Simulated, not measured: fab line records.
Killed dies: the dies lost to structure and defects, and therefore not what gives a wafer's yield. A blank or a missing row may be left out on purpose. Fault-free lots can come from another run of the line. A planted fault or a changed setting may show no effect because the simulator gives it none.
fab line records	flow sky130
record lots=11	wafers=33	last_day=50
route steps=708 shown METAL3@536 CAPM@538 PAD_OPEN@708
lots that met no fault: taken from a fault-free run of the same line
start_h: hours from the record's first day to the start of the lot's first wafer shown	wait_h: time in hours since the lot's previous step	" as in the row above	L1.1+2: several wafers, shown together as one row	- no value present, or no start provided	* or withheld: withheld	< > ~ a bound
route shown NAME@n: NAME is a module with steps in the file, n the number in the route of the first one	usual: mean/standard deviation of fault-free wafers	same: alike in all rows	chamber/n: place in a boat	sites: per-site readings	_std_site: standard deviation of those values	_edge_site: the outer-site mean with the inner-site mean subtracted	radius_mm: how far each site lies from the wafer's centre	mask NAME#n: copy n	behind: the tool/chamber that last shaped the wafer	hold: why the lot was held/for how many hours/how that ended	device: whichever transistor did not switch (one of n, p or np)	end of line: the same wafers' tests at the end of the route	a step without rows: its recipe alone	killed: the dies lost at the first sort to structure and to defects; this is not the yield of the wafer	map: a wafer's dies, marking killed ones x, the rest . and places with no die _
set.NAME: the setting the step ran with; set.NAME@STEP: the setting that earlier step ran with	model.NAME: the simulator's own value behind a step, which no gauge read
one table for each step of the route and one row for each wafer, over a sample of lots
services: a tool's chamber out of use, with start hour (start_h, from the record's first day; less than 0 if before it), hours out, and reason
## steps
# step SKY_METAL3_SPUTTER_04
# recipe material=TiN	target_thk_nm=70	power_w=6500	time_s=58.3	chamber_pressure_pa=0.4
# usual cathode_dc_power_W=6500.1/1.3	throttle_valve_pct=30.2/1.1
lot.wafer	tool	chamber	start_h	wait_h	cathode_dc_power_W	throttle_valve_pct
L292.3	pvd_sputter-01	-	886.81	0.0	6500.7	30.9
L292.5	"	-	"	"	6500.1	29.5
L292.6	"	-	"	"	6499.4	30.5
L293.1	pvd_sputter-02	-	893.49	0.0	6499.3	29.2
L293.4	"	-	"	"	6499.6	31.3
L293.5	"	-	"	"	6501.2	29.3
L294.1	pvd_sputter-04	-	897.06	0.0	6501.7	28.6
L294.2	"	-	"	"	6497.9	31.7
L294.4	"	-	"	"	6502.4	30.9
L296.4	pvd_sputter-02	-	906.65	0.0	6500.6	29.4
L296.5	"	-	"	"	6501.8	29.4
L296.6	"	-	"	"	6501.0	29.6
L302.1	pvd_sputter-02	-	937.68	0.0	6499.7	29.4
L302.3	"	-	"	"	6500.9	29.5
L302.5	"	-	"	"	6500.8	29.4
L303.1	pvd_sputter-02	-	947.22	0.0	6499.3	30.5
L303.3	"	-	"	"	6498.6	31.3
L303.5	"	-	"	"	6497.7	29.4
L306.1	pvd_sputter-04	-	964.01	0.0	6500.1	30.8
L306.2	"	-	"	"	6500.8	28.4
L306.3	"	-	"	"	6498.5	31.8
L307.1	pvd_sputter-01	-	977.72	0.0	6502.2	29.7
L307.2	"	-	"	"	6500.0	30.7
L307.6	"	-	"	"	6503.1	30.6
L308.1	pvd_sputter-04	-	978.68	0.0	6499.6	28.4
L308.3	"	-	"	"	6500.4	28.4
L308.4	"	-	"	"	6500.3	30.6
L310.1	pvd_sputter-01	-	990.17	0.0	6501.6	31.0
L310.2	"	-	"	"	6501.0	30.7
L310.4	"	-	"	"	6499.8	29.6
L311.2	pvd_sputter-02	-	1002.68	0.0	6499.1	29.5
L311.3	"	-	"	"	6500.9	31.2
L311.4	"	-	"	"	6500.3	29.2
# step SKY_CAPM_THK_MEAS_01
# recipe reads=SiO2_of_CAPM_CVD_00
# usual CAPM_CVD_00_THK=15.38/0.24
lot.wafer	tool	chamber	start_h	wait_h	CAPM_CVD_00_THK[nm]
L292.3	film_metro-03	-	886.90	-	15.41
L292.5	"	-	"	"	15.45
L292.6	"	-	"	"	15.84
L293.1	film_metro-01	-	893.56	-	15.23
L293.4	"	-	"	"	15.50
L293.5	"	-	"	"	15.34
L294.1	film_metro-03	-	897.13	-	15.43
L294.2	"	-	"	"	15.19
L294.4	"	-	"	"	15.70
L296.4	film_metro-03	-	906.75	-	15.14
L296.5	"	-	"	"	15.35
L296.6	"	-	"	"	15.01
L302.1	film_metro-03	-	937.75	-	15.41
L302.3	"	-	"	"	15.07
L302.5	"	-	"	"	15.45
L303.1	film_metro-01	-	947.29	-	15.19
L303.3	"	-	"	"	15.26
L303.5	"	-	"	"	15.44
L306.1	film_metro-01	-	964.08	-	15.24
L306.2	"	-	"	"	15.13
L306.3	"	-	"	"	15.18
L307.1	film_metro-01	-	977.79	-	15.24
L307.2	"	-	"	"	15.32
L307.6	"	-	"	"	15.30
L308.1	film_metro-01	-	978.75	-	15.06
L308.3	"	-	"	"	15.27
L308.4	"	-	"	"	15.14
L310.1	film_metro-02	-	990.24	-	15.71
L310.2	"	-	"	"	15.52
L310.4	"	-	"	"	15.80
L311.2	film_metro-03	-	1002.76	-	15.30
L311.3	"	-	"	"	15.29
L311.4	"	-	"	"	15.69
# step SKY_CAPM_SPUTTER_02
# recipe material=TiN	target_thk_nm=200	temp_c=300	power_w=6500	time_s=166.7	chamber_pressure_pa=0.4
# usual cathode_dc_power_W=6500.0/1.2	throttle_valve_pct=29.8/1.2
lot.wafer	tool	chamber	start_h	wait_h	cathode_dc_power_W	throttle_valve_pct
L292.3	pvd_sputter-04	-	886.94	0.0	6499.4	31.6
L292.5	"	-	"	"	6500.7	30.8
L292.6	"	-	"	"	6500.8	31.7
L293.1	pvd_sputter-03	-	893.62	0.1	6503.0	31.8
L293.4	"	-	"	"	6500.7	29.3
L293.5	"	-	"	"	6499.5	30.0
L294.1	pvd_sputter-03	-	897.19	0.1	6498.9	28.3
L294.2	"	-	"	"	6501.2	29.0
L294.4	"	-	"	"	6500.3	30.1
L296.4	pvd_sputter-03	-	906.78	0.0	6500.4	31.7
L296.5	"	-	"	"	6502.0	31.9
L296.6	"	-	"	"	6500.8	28.5
L302.1	pvd_sputter-03	-	937.81	0.1	6499.5	28.9
L302.3	"	-	"	"	6108.1	28.6
L302.5	"	-	"	"	6501.1	31.7
L303.1	pvd_sputter-04	-	947.35	0.1	6500.1	30.6
L303.3	"	-	"	"	6499.7	31.9
L303.5	"	-	"	"	6498.2	31.1
L306.1	pvd_sputter-02	-	964.14	0.1	6500.9	29.2
L306.2	"	-	"	"	6502.0	29.6
L306.3	"	-	"	"	6501.9	30.6
L307.1	pvd_sputter-04	-	977.85	0.1	6500.7	28.4
L307.2	"	-	"	"	6499.2	28.6
L307.6	"	-	"	"	6499.8	28.3
L308.1	pvd_sputter-02	-	978.81	0.1	6500.7	29.7
L308.3	"	-	"	"	6500.2	31.3
L308.4	"	-	"	"	6500.9	29.5
L310.1	pvd_sputter-02	-	990.30	0.1	6498.0	31.6
L310.2	"	-	"	"	6501.9	29.4
L310.4	"	-	"	"	6501.5	30.5
L311.2	pvd_sputter-04	-	1002.81	0.0	6502.4	31.0
L311.3	"	-	"	"	6499.6	28.9
L311.4	"	-	"	"	6500.7	31.6
# step SKY_CAPM_RS_MEAS_03
# recipe thk_meas_gauge=four-point-probe	reads=TiN_of_CAPM_SPUTTER_02
# usual CAPM_TIN_RS=6.90/0.089
lot.wafer	tool	chamber	start_h	wait_h	hold	CAPM_TIN_RS[ohm/sq]
L292.3	film_metro-01	-	887.11	0.1	-	6.87
L292.5	"	-	"	"	-	6.94
L292.6	"	-	"	"	-	6.82
L293.1	film_metro-02	-	893.73	0.1	-	6.73
L293.4	"	-	"	"	-	6.82
L293.5	"	-	"	"	-	6.79
L294.1	film_metro-01	-	897.30	0.1	-	6.89
L294.2	"	-	"	"	-	6.93
L294.4	"	-	"	"	-	6.93
L296.4	film_metro-02	-	906.95	0.1	-	6.72
L296.5	"	-	"	"	-	6.75
L296.6	"	-	"	"	-	6.85
L302.1	film_metro-01	-	937.92	0.1	await_dispo/0.2h/release	6.80
L302.3	"	-	"	"	await_dispo/0.2h/release	7.26
L302.5	"	-	"	"	await_dispo/0.2h/release	6.71
L302.1	film_metro-01	-	938.21	0.3	-	6.79
L302.3	"	-	"	"	-	7.25
L302.5	"	-	"	"	-	6.73
L303.1	film_metro-03	-	947.46	0.1	-	6.97
L303.3	"	-	"	"	-	6.95
L303.5	"	-	"	"	-	6.98
L306.1	film_metro-03	-	964.25	0.1	-	6.95
L306.2	"	-	"	"	-	6.92
L306.3	"	-	"	"	-	6.86
L307.1	film_metro-03	-	977.96	0.1	-	6.84
L307.2	"	-	"	"	-	6.83
L307.6	"	-	"	"	-	6.84
L308.1	film_metro-01	-	978.92	0.1	-	6.96
L308.3	"	-	"	"	-	6.95
L308.4	"	-	"	"	-	6.90
L310.1	film_metro-03	-	990.41	0.1	-	6.92
L310.2	"	-	"	"	-	6.95
L310.4	"	-	"	"	-	6.86
L311.2	film_metro-03	-	1002.94	0.1	-	7.07
L311.3	"	-	"	"	-	7.01
L311.4	"	-	"	"	-	7.07
# step SKY_CAPM_THK_MEAS_04
# recipe thk_meas_gauge=xrf	reads=TiN_of_CAPM_SPUTTER_02
# usual CAPM_TIN_THK=203.2/2.6
lot.wafer	tool	chamber	start_h	wait_h	CAPM_TIN_THK[nm]
L292.3	film_metro-01	-	887.21	0.1	204.1
L292.5	"	-	"	"	201.8
L292.6	"	-	"	"	204.6
L293.1	film_metro-02	-	893.85	0.1	207.3
L293.4	"	-	"	"	204.6
L293.5	"	-	"	"	204.3
L294.1	film_metro-01	-	897.42	0.1	203.9
L294.2	"	-	"	"	202.6
L294.4	"	-	"	"	201.9
L296.4	film_metro-02	-	907.04	0.1	206.6
L296.5	"	-	"	"	206.0
L296.6	"	-	"	"	203.0
L302.1	film_metro-01	-	938.33	0.1	205.9
L302.3	"	-	"	"	194.2
L302.5	"	-	"	"	208.1
L303.1	film_metro-03	-	947.58	0.1	201.8
L303.3	"	-	"	"	202.7
L303.5	"	-	"	"	201.2
L306.1	film_metro-03	-	964.37	0.1	202.7
L306.2	"	-	"	"	204.0
L306.3	"	-	"	"	205.1
L307.1	film_metro-03	-	978.08	0.1	205.7
L307.2	"	-	"	"	206.9
L307.6	"	-	"	"	206.2
L308.1	film_metro-01	-	979.04	0.1	201.6
L308.3	"	-	"	"	201.9
L308.4	"	-	"	"	203.5
L310.1	film_metro-03	-	990.53	0.1	203.2
L310.2	"	-	"	"	202.1
L310.4	"	-	"	"	204.8
L311.2	film_metro-03	-	1003.05	0.1	199.5
L311.3	"	-	"	"	200.1
L311.4	"	-	"	"	200.1
# step SKY_CAPM_OVL_MEAS_12
# usual CAPM_OVL=0.1/1.5
lot.wafer	tool	chamber	start_h	wait_h	CAPM_OVL[nm]
L292.3	overlay-01	-	911.51	0.1	-2.4
L292.5	"	-	"	"	0.1
L292.6	"	-	"	"	-4.7
L293.1	overlay-02	-	918.00	0.1	1.5
L293.4	"	-	"	"	2.3
L293.5	"	-	"	"	2.2
L294.1	overlay-01	-	921.64	0.1	2.1
L294.2	"	-	"	"	1.2
L294.4	"	-	"	"	0.0
L296.4	overlay-01	-	931.62	0.1	0.2
L296.5	"	-	"	"	1.7
L296.6	"	-	"	"	3.2
L302.1	overlay-02	-	962.04	0.1	-0.3
L302.3	"	-	"	"	-1.1
L302.5	"	-	"	"	-1.9
L303.1	overlay-01	-	971.34	0.1	0.6
L303.3	"	-	"	"	1.7
L303.5	"	-	"	"	-0.6
L306.1	overlay-02	-	987.45	0.1	1.5
L306.2	"	-	"	"	2.8
L306.3	"	-	"	"	1.4
L307.1	overlay-02	-	1001.19	0.1	0.1
L307.2	"	-	"	"	1.0
L307.6	"	-	"	"	1.2
L308.1	overlay-01	-	1002.45	0.1	0.3
L308.3	"	-	"	"	-0.4
L308.4	"	-	"	"	-1.5
L310.1	overlay-01	-	1013.79	0.1	0.0
L310.2	"	-	"	"	-0.7
L310.4	"	-	"	"	-1.0
L311.2	overlay-02	-	1025.35	0.1	1.2
L311.3	"	-	"	"	1.0
L311.4	"	-	"	"	2.0
# step SKY_PAD_OPEN_PROBE_99
# usual defect_limited_yield=82.2/1.9	killed_at_M0_to_M3=44/6.7	killed_at_M4_up=3.1/1.8	killed_at_contacts=24/5.1	killed_at_front_end=16/4.7	killed_at_other=0.3/0.59	killed_dies=88/9.6	killed_on_rim=17/3.8	killed_open=48/7.3	killed_short=39/6.5	sort_bin_3_pad_short=0.9/0.43	sort_bin_5_function=10.6/1.6	sort_bin_6_memory=6.3/1.1	sort_n_pass=404/9.6	sort_yield_pct=82.2/1.9
# same gross_dies=492	killed_at_back_side=0	sort_bin_4_leakage[%]=0	sort_bin_8_speed[%]=0
lot.wafer	tool	chamber	start_h	wait_h	defect_limited_yield[%]	killed_at_M0_to_M3	killed_at_M4_up	killed_at_contacts	killed_at_front_end	killed_at_other	killed_dies	killed_on_rim	killed_open	killed_short	sort_bin_3_pad_short[%]	sort_bin_5_function[%]	sort_bin_6_memory[%]	sort_n_pass	sort_yield_pct[%]
L292.3	prober-01	-	1106.04	0.2	81.5	51	4	19	14	3	91	17	42	49	1.2	10.2	7.1	401	81.5
L292.5	prober-01	-	1106.14	0.2	80.7	39	4	26	25	1	95	25	47	46	1.0	10.6	7.7	397	80.7
L292.6	prober-01	-	1106.19	0.2	80.3	44	5	28	20	0	97	20	53	44	1.4	12.0	6.3	395	80.3
L293.1	prober-01	-	1111.38	0.1	82.9	51	4	19	10	0	84	15	45	39	0.6	8.9	7.5	408	82.9
L293.4	prober-01	-	1111.53	0.2	85.0	43	2	18	11	0	74	20	38	36	0.2	9.6	5.3	418	85.0
L293.5	prober-01	-	1111.58	0.2	85.4	46	2	14	10	0	72	19	41	31	0.8	8.5	5.3	420	85.4
L294.1	prober-01	-	1115.14	0.1	81.9	44	6	17	22	0	89	18	52	37	0.8	12.0	5.3	403	81.9
L294.2	prober-01	-	1115.19	0.1	80.9	43	2	32	17	0	94	16	54	40	0.8	12.4	5.9	398	80.9
L294.4	prober-01	-	1115.29	0.2	82.1	49	3	21	15	0	88	13	53	35	1.0	9.6	7.3	404	82.1
L296.4	prober-01	-	1121.61	0.2	81.9	43	3	22	21	0	89	16	46	43	1.2	11.2	5.7	403	81.9
L296.5	prober-01	-	1121.66	0.2	80.7	45	6	18	24	2	95	14	49	46	1.0	11.8	6.5	397	80.7
L296.6	prober-01	-	1121.71	0.2	82.1	42	5	28	13	0	88	18	55	33	1.2	9.1	7.5	404	82.1
L302.1	prober-02	-	1148.16	0.1	81.7	41	0	25	24	0	90	18	45	45	1.2	11.0	6.1	402	81.7
L302.3	prober-02	-	1148.26	0.2	80.7	47	8	26	14	0	95	25	53	42	1.6	12.2	5.5	397	80.7
L302.5	prober-02	-	1148.36	0.2	80.1	51	3	21	23	0	98	18	55	43	0.2	12.2	7.5	394	80.1
L303.1	prober-01	-	1154.91	0.1	80.9	43	4	30	17	0	94	17	52	42	0.2	12.2	6.7	398	80.9
L303.3	prober-01	-	1155.01	0.2	86.2	36	0	15	17	0	68	13	34	34	1.0	6.5	6.3	424	86.2
L303.5	prober-01	-	1155.11	0.2	79.7	57	3	24	16	0	100	22	50	50	1.2	13.0	6.1	392	79.7
L306.1	prober-02	-	1164.52	0.1	83.5	30	2	31	18	0	81	17	42	39	0.6	9.6	6.3	411	83.5
L306.2	prober-02	-	1164.57	0.1	83.9	31	6	23	17	2	79	16	34	43	1.8	9.8	4.5	413	83.9
L306.3	prober-02	-	1164.62	0.2	83.1	37	1	27	17	1	83	16	44	38	1.8	8.1	6.9	409	83.1
L307.1	prober-01	-	1176.23	0.1	79.5	55	3	29	14	0	101	18	52	48	0.6	11.2	8.7	391	79.5
L307.2	prober-01	-	1176.28	0.1	80.5	49	3	26	17	1	96	22	53	43	1.0	12.8	5.7	396	80.5
L307.6	prober-01	-	1176.48	0.2	79.5	59	0	26	16	0	101	27	59	42	1.0	10.8	8.7	391	79.5
L308.1	prober-02	-	1177.81	0.1	80.3	56	1	26	14	0	97	18	56	41	1.2	10.4	8.1	395	80.3
L308.3	prober-02	-	1177.91	0.2	86.0	26	2	25	16	0	69	8	34	35	0.6	9.8	3.7	423	86.0
L308.4	prober-02	-	1177.96	0.2	82.1	48	3	19	18	0	88	16	51	36	0.8	12.0	5.1	404	82.1
L310.1	prober-02	-	1184.05	0.1	83.5	49	2	17	13	0	81	15	41	40	0.6	9.1	6.7	411	83.5
L310.2	prober-02	-	1184.10	0.1	79.7	55	1	26	18	0	100	24	61	38	0.6	13.4	6.3	392	79.7
L310.4	prober-02	-	1184.20	0.2	81.3	49	2	30	11	0	92	19	53	39	0.4	12.2	6.1	400	81.3
L311.2	prober-01	-	1194.10	0.1	83.3	47	4	15	14	2	82	22	50	32	0.4	9.3	6.9	410	83.3
L311.3	prober-01	-	1194.15	0.2	83.9	37	7	21	14	0	79	17	42	37	0.6	11.0	4.5	413	83.9
L311.4	prober-01	-	1194.20	0.2	81.3	51	1	22	18	0	92	19	44	48	1.0	10.4	7.3	400	81.3
# killed by level:class
L292.3 METAL1:geometric_particle:short=12 CONTACT:geometric_particle:open=11 VIA3:geometric_particle:open=7 METAL2:geometric_particle:short=7 METAL3:geometric_particle:short=7 VIA2:geometric_particle:open=5 POLY_GATE:geometric_particle:short=4 VIA3:geometric_particle:short=4
L292.5 CONTACT:geometric_particle:open=10 LI_CONTACT:geometric_particle:open=6 VIA1:geometric_particle:open=6 FIELD_ISO:geometric_particle:open=5 VIA2:geometric_particle:open=5 POLY_GATE:geometric_particle:short=5 METAL2:geometric_particle:short=5 POLY_GATE:geometric_particle:open=4
L292.6 METAL1:geometric_particle:short=9 LI_CONTACT:geometric_particle:open=9 CONTACT:geometric_particle:open=9 POLY_GATE:geometric_particle:open=7 VIA2:geometric_particle:open=7 CONTACT:geometric_particle:short=6 VIA1:geometric_particle:open=6 VIA3:geometric_particle:open=5
L293.1 VIA1:geometric_particle:open=11 VIA2:geometric_particle:open=10 METAL2:geometric_particle:short=7 METAL3:geometric_particle:short=7 LOCAL_INTERCONNECT:geometric_particle:short=5 CONTACT:geometric_particle:open=5 VIA3:geometric_particle:open=5 POLY_GATE:geometric_particle:open=4
L293.4 VIA2:geometric_particle:open=8 METAL1:geometric_particle:short=6 LI_CONTACT:geometric_particle:open=6 CONTACT:geometric_particle:open=6 VIA1:geometric_particle:open=6 METAL2:geometric_particle:short=6 VIA1:geometric_particle:short=5 VIA3:geometric_particle:open=5
L293.5 VIA2:geometric_particle:open=12 VIA1:geometric_particle:open=8 CONTACT:geometric_particle:open=7 VIA3:geometric_particle:open=6 METAL1:geometric_particle:short=6 METAL2:geometric_particle:short=5 LOCAL_INTERCONNECT:geometric_particle:short=4 POLY_GATE:geometric_particle:short=3
L294.1 VIA1:geometric_particle:open=11 VIA2:geometric_particle:open=7 METAL1:geometric_particle:short=7 POLY_GATE:geometric_particle:open=5 POLY_GATE:geometric_particle:short=5 LI_CONTACT:geometric_particle:open=5 LOCAL_INTERCONNECT:geometric_particle:short=5 METAL2:geometric_particle:short=5
L294.2 CONTACT:geometric_particle:open=15 VIA1:geometric_particle:open=12 METAL2:geometric_particle:short=8 FIELD_ISO:geometric_particle:open=6 METAL1:geometric_particle:short=6 LI_CONTACT:geometric_particle:open=5 LI_CONTACT:geometric_particle:short=5 CONTACT:geometric_particle:short=5
L294.4 VIA1:geometric_particle:open=14 CONTACT:geometric_particle:open=7 VIA2:geometric_particle:open=7 METAL2:geometric_particle:short=7 FIELD_ISO:geometric_particle:open=6 CONTACT:geometric_particle:short=5 VIA1:geometric_particle:short=5 VIA3:geometric_particle:open=4
L296.4 VIA1:geometric_particle:open=12 CONTACT:geometric_particle:open=9 FIELD_ISO:geometric_particle:open=6 METAL1:geometric_particle:short=6 POLY_GATE:geometric_particle:short=5 LI_CONTACT:geometric_particle:open=5 LOCAL_INTERCONNECT:geometric_particle:short=5 METAL2:geometric_particle:short=5
L296.5 VIA1:geometric_particle:open=7 METAL2:geometric_particle:short=7 FIELD_ISO:geometric_particle:open=6 CONTACT:geometric_particle:open=6 METAL1:geometric_particle:short=6 VIA1:geometric_particle:short=6 VIA3:geometric_particle:short=6 LI_CONTACT:geometric_particle:open=5
L296.6 VIA2:geometric_particle:open=12 LI_CONTACT:geometric_particle:open=11 CONTACT:geometric_particle:open=9 VIA1:geometric_particle:open=9 FIELD_ISO:geometric_particle:open=5 VIA1:geometric_particle:short=5 POLY_GATE:geometric_particle:short=4 METAL2:geometric_particle:short=4
L302.1 CONTACT:geometric_particle:open=10 FIELD_ISO:geometric_particle:short=7 POLY_GATE:geometric_particle:short=7 CONTACT:geometric_particle:short=6 VIA1:geometric_particle:open=6 METAL2:geometric_particle:short=6 VIA2:geometric_particle:open=5 VIA3:geometric_particle:open=5
L302.3 VIA1:geometric_particle:open=16 CONTACT:geometric_particle:open=11 LOCAL_INTERCONNECT:geometric_particle:short=6 METAL4:geometric_particle:short=6 VIA2:geometric_particle:open=5 VIA3:geometric_particle:open=5 FIELD_ISO:geometric_particle:open=4 LI_CONTACT:geometric_particle:open=4
L302.5 VIA1:geometric_particle:open=10 VIA2:geometric_particle:open=9 LI_CONTACT:geometric_particle:open=7 VIA3:geometric_particle:open=7 FIELD_ISO:geometric_particle:short=6 CONTACT:geometric_particle:open=6 POLY_GATE:geometric_particle:open=5 CONTACT:geometric_particle:short=5
L303.1 VIA1:geometric_particle:open=11 LI_CONTACT:geometric_particle:open=9 VIA2:geometric_particle:open=9 CONTACT:geometric_particle:open=8 CONTACT:geometric_particle:short=7 FIELD_ISO:geometric_particle:open=6 METAL2:geometric_particle:short=5 POLY_GATE:geometric_particle:short=5
L303.3 METAL2:geometric_particle:short=11 CONTACT:geometric_particle:open=8 VIA1:geometric_particle:open=7 FIELD_ISO:geometric_particle:open=6 FIELD_ISO:geometric_particle:short=5 VIA3:geometric_particle:open=5 VIA2:geometric_particle:open=4 POLY_GATE:geometric_particle:short=3
L303.5 CONTACT:geometric_particle:open=12 VIA1:geometric_particle:open=11 METAL1:geometric_particle:short=10 VIA3:geometric_particle:open=7 FIELD_ISO:geometric_particle:short=6 VIA2:geometric_particle:open=6 LI_CONTACT:geometric_particle:short=5 VIA2:geometric_particle:short=5
L306.1 CONTACT:geometric_particle:open=11 FIELD_ISO:geometric_particle:short=8 VIA3:geometric_particle:open=7 LI_CONTACT:geometric_particle:open=6 CONTACT:geometric_particle:short=5 VIA1:geometric_particle:open=5 METAL2:geometric_particle:short=5 LOCAL_INTERCONNECT:geometric_particle:short=4
L306.2 CONTACT:geometric_particle:open=8 LOCAL_INTERCONNECT:geometric_particle:short=7 FIELD_ISO:geometric_particle:short=6 VIA1:geometric_particle:open=6 METAL4:geometric_particle:short=6 VIA2:geometric_particle:open=5 VIA1:geometric_particle:short=5 CONTACT:geometric_particle:short=4
L306.3 CONTACT:geometric_particle:open=10 METAL2:geometric_particle:short=7 LOCAL_INTERCONNECT:geometric_particle:short=6 VIA1:geometric_particle:open=6 VIA3:geometric_particle:open=5 VIA3:geometric_particle:short=5 FIELD_ISO:geometric_particle:open=4 FIELD_ISO:geometric_particle:short=4
L307.1 VIA1:geometric_particle:open=14 CONTACT:geometric_particle:open=13 VIA3:geometric_particle:open=9 METAL1:geometric_particle:short=9 METAL2:geometric_particle:short=8 LI_CONTACT:geometric_particle:open=5 VIA1:geometric_particle:short=5 POLY_GATE:geometric_particle:short=4
L307.2 VIA1:geometric_particle:open=12 CONTACT:geometric_particle:open=11 METAL1:geometric_particle:short=8 FIELD_ISO:geometric_particle:open=7 VIA2:geometric_particle:open=7 METAL2:geometric_particle:short=7 LI_CONTACT:geometric_particle:open=6 VIA1:geometric_particle:short=4
L307.6 VIA1:geometric_particle:open=21 CONTACT:geometric_particle:open=9 POLY_GATE:geometric_particle:open=7 CONTACT:geometric_particle:short=6 POLY_GATE:geometric_particle:short=5 LI_CONTACT:geometric_particle:open=5 VIA2:geometric_particle:open=5 LOCAL_INTERCONNECT:geometric_particle:short=5
L308.1 LI_CONTACT:geometric_particle:open=11 VIA3:geometric_particle:open=11 VIA2:geometric_particle:open=11 METAL1:geometric_particle:short=10 CONTACT:geometric_particle:open=8 VIA1:geometric_particle:open=6 FIELD_ISO:geometric_particle:short=5 METAL2:geometric_particle:short=5
L308.3 CONTACT:geometric_particle:open=12 METAL2:geometric_particle:short=6 POLY_GATE:geometric_particle:short=5 METAL1:geometric_particle:short=5 VIA1:geometric_particle:open=5 LI_CONTACT:geometric_particle:open=4 CONTACT:geometric_particle:short=4 FIELD_ISO:geometric_particle:short=3
L308.4 VIA1:geometric_particle:open=15 CONTACT:geometric_particle:open=9 VIA2:geometric_particle:open=7 VIA3:geometric_particle:open=6 VIA1:geometric_particle:short=6 FIELD_ISO:geometric_particle:short=5 POLY_GATE:geometric_particle:open=5 FIELD_ISO:geometric_particle:open=4
L310.1 VIA1:geometric_particle:open=15 METAL2:geometric_particle:short=10 LI_CONTACT:geometric_particle:open=7 POLY_GATE:geometric_particle:short=5 METAL1:geometric_particle:short=5 VIA2:geometric_particle:open=5 LOCAL_INTERCONNECT:geometric_particle:short=4 VIA1:geometric_particle:short=4
L310.2 VIA1:geometric_particle:open=14 VIA2:geometric_particle:open=11 CONTACT:geometric_particle:open=10 METAL2:geometric_particle:short=8 FIELD_ISO:geometric_particle:open=5 LI_CONTACT:geometric_particle:short=5 METAL1:geometric_particle:short=5 VIA3:geometric_particle:open=5
L310.4 VIA1:geometric_particle:open=15 CONTACT:geometric_particle:open=9 LI_CONTACT:geometric_particle:open=9 VIA1:geometric_particle:short=8 VIA2:geometric_particle:open=7 LOCAL_INTERCONNECT:geometric_particle:short=4 CONTACT:geometric_particle:short=4 VIA2:geometric_particle:short=4
L311.2 VIA1:geometric_particle:open=10 VIA3:geometric_particle:open=8 VIA2:geometric_particle:open=7 FIELD_ISO:geometric_particle:open=5 CONTACT:geometric_particle:open=5 LI_CONTACT:geometric_particle:open=4 METAL1:geometric_particle:open=4 METAL2:geometric_particle:short=4
L311.3 VIA1:geometric_particle:open=8 CONTACT:geometric_particle:open=7 VIA2:geometric_particle:open=7 LI_CONTACT:geometric_particle:open=6 METAL1:geometric_particle:short=5 FIELD_ISO:geometric_particle:short=4 POLY_GATE:geometric_particle:open=4 VIA2:geometric_particle:short=4
L311.4 VIA2:geometric_particle:open=9 METAL1:geometric_particle:short=9 VIA1:geometric_particle:short=8 FIELD_ISO:geometric_particle:open=6 VIA3:geometric_particle:open=6 LI_CONTACT:geometric_particle:short=5 LI_CONTACT:geometric_particle:open=5 CONTACT:geometric_particle:open=5
## services
tool	chamber	start_h	hours	kind
pvd_sputter-03	-	883.22	1.0	repair
pvd_sputter-01	1	909.66	-	consumable_replace:kit
pvd_sputter-01	1	909.66	18.0	scheduled_down
pvd_sputter-01	1	909.66	18.0	vent_cycle
pvd_sputter-04	-	919.20	0.9	repair
pvd_sputter-03	-	939.55	3.3	repair
pvd_sputter-02	1	972.09	-	consumable_replace:kit
pvd_sputter-02	1	972.09	18.0	scheduled_down
pvd_sputter-02	1	972.09	18.0	vent_cycle
## key
first_sign step=SKY_CAPM_SPUTTER_02	reading=cathode_dc_power_W	direction=down	sigmas=99+	usual=6500.0	struck=6108.1
effect step=SKY_CAPM_RS_MEAS_03	reading=visit	direction=added
effect step=SKY_CAPM_THK_MEAS_04	reading=CAPM_TIN_THK	direction=down	sigmas=3.4	usual=203.2	struck=194.2
met_at SKY_CAPM_SPUTTER_02
struck_lots L302
struck_wafers L302.3
not_acting_at SKY_METAL3_SPUTTER_04,SKY_CAPM_THK_MEAS_01,SKY_CAPM_OVL_MEAS_12
onset_between 906.78 937.81
fault kind=process_parameter_drift	tool=pvd_sputter-03	chamber=-	onset_h=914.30	steps=SKY_CAPM_SPUTTER_02	channel=power_w	offset=*	shape=step	acts_in=*	stated=*	scope=struck_wafers_only
